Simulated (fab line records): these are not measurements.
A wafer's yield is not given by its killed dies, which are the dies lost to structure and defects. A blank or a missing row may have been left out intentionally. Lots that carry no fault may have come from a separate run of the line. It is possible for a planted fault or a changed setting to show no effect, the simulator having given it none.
One fault seen from 2 desks ; flow sky130 ; what lay behind the numbers comes last; until then each desk has only its own

== METROLOGY DESK ==
Means of the sampled wafers that have a number, per lot and without regard to the tool the lot ran on: this is what the gauges read. If a lot's mean is further than 4 standard deviations from the usual mean, the lot is out of limits and carries the mark OUT (the distance appears in the brackets).
Columns: A = VIA3_W_THK at SKY_VIA3_THK_MEAS_23, usual 398 nm; B = CAP2M_OVL at SKY_CAP2M_OVL_MEAS_12, usual -1.1 nm
lot;first seen here;A;B
L385;day 39 06:13;399;-0.0
L386;day 39 09:25;400;0.2
L387;day 39 19:22;403;-1.7
L389;day 40 09:03;405;-2.0
L391;day 41 10:22;400;-0.0
L395;day 42 17:29;393;-0.0
L397;day 42 22:36;392;-1.6
L400;day 43 20:58;410;-0.6
L402;day 44 08:07;408;-2.6
L404;day 46 08:47;391;-1.8
L405;day 46 11:17;391;-1.1
This desk's finding: nothing out of limits on any of the 11 lots.

== THE TOOL OWNER'S DESK: litho track-02 ==
The tool's own readings at SKY_VIA4_COAT_06 (resist thk 1140 nm): means of the sampled wafers that have a number, for each lot that ran on this tool. If a lot's mean is further than 4 standard deviations from the usual mean, the lot is out of limits and carries the mark OUT (the distance appears in the brackets).
Columns: A = spin speed rpm at SKY_VIA4_COAT_06, usual 3000.3 rpm
lot;first seen here;A
L386;day 42 01:27;2999.6
L387;day 42 09:39;3001.3
L391;day 43 22:53;2999.9
L400;day 46 05:08;2999.9
L402;day 46 15:23;3000.3
This desk's finding: nothing out of limits on any of the 5 lots.

== BROUGHT TOGETHER ==
Metrology desk: nothing out of limits seen.
The tool owner's desk saw nothing out of limits.

== WHAT THE SIMULATOR PUT IN ==
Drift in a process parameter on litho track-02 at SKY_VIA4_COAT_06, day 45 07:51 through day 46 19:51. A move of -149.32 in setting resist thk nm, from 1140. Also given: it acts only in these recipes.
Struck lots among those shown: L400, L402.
